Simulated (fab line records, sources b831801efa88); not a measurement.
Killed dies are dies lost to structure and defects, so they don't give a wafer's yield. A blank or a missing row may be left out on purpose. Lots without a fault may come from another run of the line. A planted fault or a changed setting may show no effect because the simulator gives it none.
Chamber matching | flow sfq_line | SFQ_TRILAYER_I6_CMP_CMP_166 on cmp-01: 4 sister chambers
The step polishes SiO2. 16 wafers are shown with their chamber, then 8 later ones without.

WAFERS WITH THEIR CHAMBER
wafer  | chamber | motor_current_A (A) | time_to_endpoint_s (s)
L997.4 | 3       | 9.8                 | 219
L997.2 | 1       | 9.2                 | 205
L997.5 | 0       | 11.7                | 209
L102.2 | 1       | 9.5                 | 214
L102.5 | 0       | 12.0                | 226
L102.6 | 3       | 9.8                 | 216
L104.4 | 1       | 9.6                 | 217
L104.2 | 3       | 9.8                 | 203
L104.3 | 0       | 11.9                | 214
L108.3 | 3       | 9.9                 | 213
L108.1 | 1       | 9.4                 | 215
L108.5 | 3       | 10.1                | 224
L109.4 | 1       | 9.5                 | 209
L109.2 | 3       | 9.7                 | 206
L109.6 | 2       | 8.4                 | 208
L110.3 | 1       | 9.5                 | 206

SIGNATURES (means of the wafers above)
reading            | chamber 0 | chamber 1 | chamber 2 | chamber 3 | scatter within a chamber
motor_current_A    | 11.867    | 9.450     | 8.400     | 9.850     | 0.14
time_to_endpoint_s | 216.33    | 211.00    | 208.00    | 213.50    | 7.02
Rule: a wafer's distance from a chamber is the root of the sum, over the readings, of the square of ((its reading less the chamber's mean) divided by the reading's scatter). The wafer belongs to the nearest chamber; if the next one is less than 2 further off, it can't be placed. The scatter: the root of (the sum of the squares of (reading less its chamber's mean) over the shown wafers, divided by (wafers less chambers)).

WAFERS WITHOUT THEIR CHAMBER
wafer  | motor_current_A (A) | time_to_endpoint_s (s)
L110.4 | 8.4                 | 216
L110.6 | 9.2                 | 212
L112.1 | 8.4                 | 212
L112.5 | 8.2                 | 217
L112.6 | 9.8                 | 221
L114.3 | 9.3                 | 216
L114.2 | 11.7                | 218
L114.5 | 8.5                 | 219

WHICH CHAMBER EACH WENT THROUGH
wafer  | from the rows above     | in truth
L110.4 | 2                       | 2
L110.6 | 1                       | 1
L112.1 | 2                       | 2
L112.5 | 2                       | 2
L112.6 | can't be placed: 3 or 1 | 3
L114.3 | 1                       | 1
L114.2 | 0                       | 0
L114.5 | 2                       | 2
Placed correctly: 7 of 8. Can't be placed from these rows: 1 (the true chamber is among the candidates in 1). Placed wrongly: 0.
